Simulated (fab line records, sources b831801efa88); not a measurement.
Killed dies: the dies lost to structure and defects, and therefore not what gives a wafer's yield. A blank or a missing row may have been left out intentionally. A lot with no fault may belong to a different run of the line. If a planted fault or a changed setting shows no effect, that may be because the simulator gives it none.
Which tool is to blame?    flow gf180mcu    Sampling: 6 lots, 18 wafers, 3 of 602 route steps

== WHAT EACH GAUGE READ, for each wafer ==
GF_V3_RS_MEAS_24: measures by four-point-probe.
lot   measured      on             V3_W_RS (ohm/sq)
L512  day 23 09:36  film metro-03  0.333 0.322 0.323
L517  day 25 10:29  film metro-02  0.325 0.324 0.324
L523  day 27 06:11  film metro-02  43.697 44.160 43.150
L525  day 27 19:55  film metro-03  44.239 44.747 44.070
L530  day 29 04:45  film metro-02  0.322 0.332 0.330
L532  day 29 16:55  film metro-02  0.323 0.325 0.322

== WHICH TOOL RAN EACH LOT (tool, then ch and the chambers of the sampled wafers, then the start) ==
lot   GF_V3_STRIP_18                        GF_V3_CVD_23
L512  plasma asher-03 ch 0,1, day 23 08:51  cvd w-02 ch 0,1, day 23 09:29
L517  plasma asher-01 ch 0, day 25 09:44    cvd w-01 ch 1, day 25 10:22
L523  plasma asher-03 ch 0,1, day 27 05:26  cvd w-02 ch 0,1, day 27 06:04
L525  plasma asher-01 ch 0,1, day 27 19:10  cvd w-02 ch 0,1, day 27 19:48
L530  plasma asher-04 ch 0,1, day 29 03:59  cvd w-02 ch 0,1, day 29 04:37
L532  plasma asher-03 ch 0,1, day 29 16:08  cvd w-01 ch 1, day 29 16:47
- GF_V3_STRIP_18: strips in O2/N2.
- GF_V3_CVD_23: deposits W, target thk 350 nm, time 104.9 s.

== THE ANSWER, worked out from the rows above alone ==
Rule: the lots themselves supply what counts as usual. Put in order of their means at a reading, lots are off if they are a third of the lots or fewer, leave a main group of 4 or more, and stand apart from it by a gap of 3 or more times the standard deviation of the main group's means; of several such gaps the widest counts. If all means in a main group match to the digits the tables above print for the reading, that group is not used. A lot without any number at a reading at which 4 lots or more have one is off too. All remaining lots with rows at the step are treated as sound.
Off: at GF_V3_RS_MEAS_24 (V3_W_RS), L523, L525. The main group has a mean of 0.325 ohm/sq with a standard deviation of 0.0018.
A tool fits if, at a process step before that reading, it ran every lot that is off, and no sound lot after the first of them. Those tools and the gauges at GF_V3_RS_MEAS_24 are tried in the same way. No candidate that was tried fits.

== WHAT THE SIMULATOR HAD PUT IN ==
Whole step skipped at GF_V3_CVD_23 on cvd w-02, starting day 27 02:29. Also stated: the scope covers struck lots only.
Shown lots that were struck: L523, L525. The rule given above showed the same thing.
